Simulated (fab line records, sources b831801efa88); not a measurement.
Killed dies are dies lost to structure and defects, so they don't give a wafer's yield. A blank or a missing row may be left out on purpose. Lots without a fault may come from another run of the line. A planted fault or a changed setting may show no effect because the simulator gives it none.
Split-lot experiment | flow sfq_line | 5 lots, 23 wafers read, on a route of 325 steps

THE SPLIT
At SFQ_TRILAYER_I7_VIA_LITHO_EXPOSE_188 (exposes mask I7, target cd 1000 nm), the setting dose_mj was moved away from the recipe's 21.3 on 8 of the 23 wafers read, by -6.7% to +6.1%. The other wafers ran this setting at the recipe's value.

FROM THE SPLIT TO THE READING: what the file shows between them, 1 step
- SFQ_TRILAYER_I7_VIA_BARC_OPEN_VIA_ETCH_260: etches BARC in O2, target depth 125 nm, time 41.7 s (also split here: bias_w)

THE READING
I7.cd_nm (the simulator's own value, which no gauge read), in nm, at SFQ_TRILAYER_I7_VIA_ETCH_VIA_ETCH_190 (etches SiO2 in CHF3, stops on Nb, target depth 260 nm). The file gives no usual value for it. The 15 wafers here that ran the recipe average 979.7 nm, standard deviation 1.8 nm.

wafer  | tool, chamber at the split | dose_mj as run | against the recipe | I7.cd_nm, nm | against lot-mates on the recipe
L075.1 | krf_scanner-02, 0          | 21.3           | recipe             | 980.7        | -
L075.2 | krf_scanner-02, 0          | 19.88          | -6.7%              | 970.1        | -10.0
L075.3 | krf_scanner-02, 0          | 21.3           | recipe             | 982.3        | -
L075.4 | krf_scanner-02, 0          | 21.3           | recipe             | 977.3        | -
L075.6 | krf_scanner-02, 0          | 19.88          | -6.7%              | 968.4        | -11.7
L078.2 | krf_scanner-02, 0          | 21.3           | recipe             | 980.1        | -
L078.3 | krf_scanner-02, 0          | 20.46          | -3.9%              | 971.3        | -8.2
L078.4 | krf_scanner-02, 0          | 20.46          | -3.9%              | 973.2        | -6.3
L078.5 | krf_scanner-02, 0          | 21.3           | recipe             | 979.8        | -
L078.6 | krf_scanner-02, 0          | 21.3           | recipe             | 978.6        | -
L080.1 | krf_scanner-02, 0          | 21.3           | recipe             | 976.4        | -
L080.3 | krf_scanner-02, 0          | 21.3           | recipe             | 981.8        | -
L080.4 | krf_scanner-02, 0          | 21.3           | recipe             | 978.3        | -
L083.1 | krf_scanner-02, 0          | 21.3           | recipe             | 979.7        | -
L083.2 | krf_scanner-02, 0          | 20.48          | -3.8%              | 976.6        | -4.6
L083.3 | krf_scanner-02, 0          | 21.3           | recipe             | 982.9        | -
L083.4 | krf_scanner-02, 0          | 20.48          | -3.8%              | 972.6        | -8.6
L083.5 | krf_scanner-02, 0          | 21.3           | recipe             | 981          | -
L084.1 | krf_scanner-02, 0          | 21.3           | recipe             | 978.5        | -
L084.2 | krf_scanner-02, 0          | 21.3           | recipe             | 979.6        | -
L084.3 | krf_scanner-02, 0          | 21.3           | recipe             | 978.6        | -
L084.5 | krf_scanner-02, 0          | 22.59          | +6.1%              | 989.1        | +10.2
L084.6 | krf_scanner-02, 0          | 22.59          | +6.1%              | 987.1        | +8.2

THE FIT
A straight line over all 23 wafers: I7.cd_nm changes by +1.51 nm for each +1% of dose_mj; r = +0.94; the points scatter about the line by 1.8 nm.
The same after taking each lot's own level away (the mean of its wafers on the recipe; 23 wafers): +1.62 nm for each +1%; r = +0.96; scatter 1.5 nm.
On that fit, the largest move of dose_mj shifts the reading by 11 nm.
The lots' own levels span 978.83 to 981.20 nm, that is 1.3 times the standard deviation above.
So the lot-to-lot level changes the slope little: the two slopes agree.
Check: with one of the wafers moved furthest among these (-6.7%) left out of the fit, the line predicts -11.2 nm for it against its lot-mates. It came out at -10 nm against them.

OTHER SPLITS ON THESE WAFERS
These wafers also went through other splits before the reading. Each is held against what the fit with the lots' levels taken away leaves over:
other split on the same wafers                    | wafers away from the commonest value | r with I7.cd_nm (lot level and that fit taken away)
SFQ_TRILAYER_M6_ETCH_METAL_ETCH_162 icp_w         | 9                                    | +0.00
SFQ_TRILAYER_I6_VIA_LITHO_COAT_169 spin_rpm       | 10                                   | -0.09
SFQ_TRILAYER_M7_LITHO_COAT_177 resist_thk_nm      | 7                                    | +0.20
SFQ_TRILAYER_M7_ETCH_METAL_ETCH_180 bias_w        | 2                                    | -0.05
SFQ_TRILAYER_I7_CMP_CMP_184 leave_above_ref_nm    | 7                                    | +0.07
SFQ_TRILAYER_I7_VIA_BARC_OPEN_VIA_ETCH_260 bias_w | 10                                   | -0.06

THE WHOLE CHAIN: every reading that the file lists as answering this split, in the file's order
step                                       | what it does                                          | reading                                                   | change (the file's fit)              | r (the file's)
SFQ_TRILAYER_I7_VIA_BARC_OPEN_VIA_ETCH_260 | etches BARC in O2, target depth 125 nm, time 41.7 s   | I7.cd_nm (the simulator's own value, which no gauge read) | +1.53 nm for each +1% of the setting | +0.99
SFQ_TRILAYER_I7_VIA_ETCH_VIA_ETCH_190      | etches SiO2 in CHF3, stops on Nb, target depth 260 nm | I7.cd_nm (the simulator's own value, which no gauge read) | +1.63 nm for each +1% of the setting | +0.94

THE FILE'S OWN FIT
I7.cd_nm changes by +1.63 nm for each +1% of dose_mj, r = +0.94.
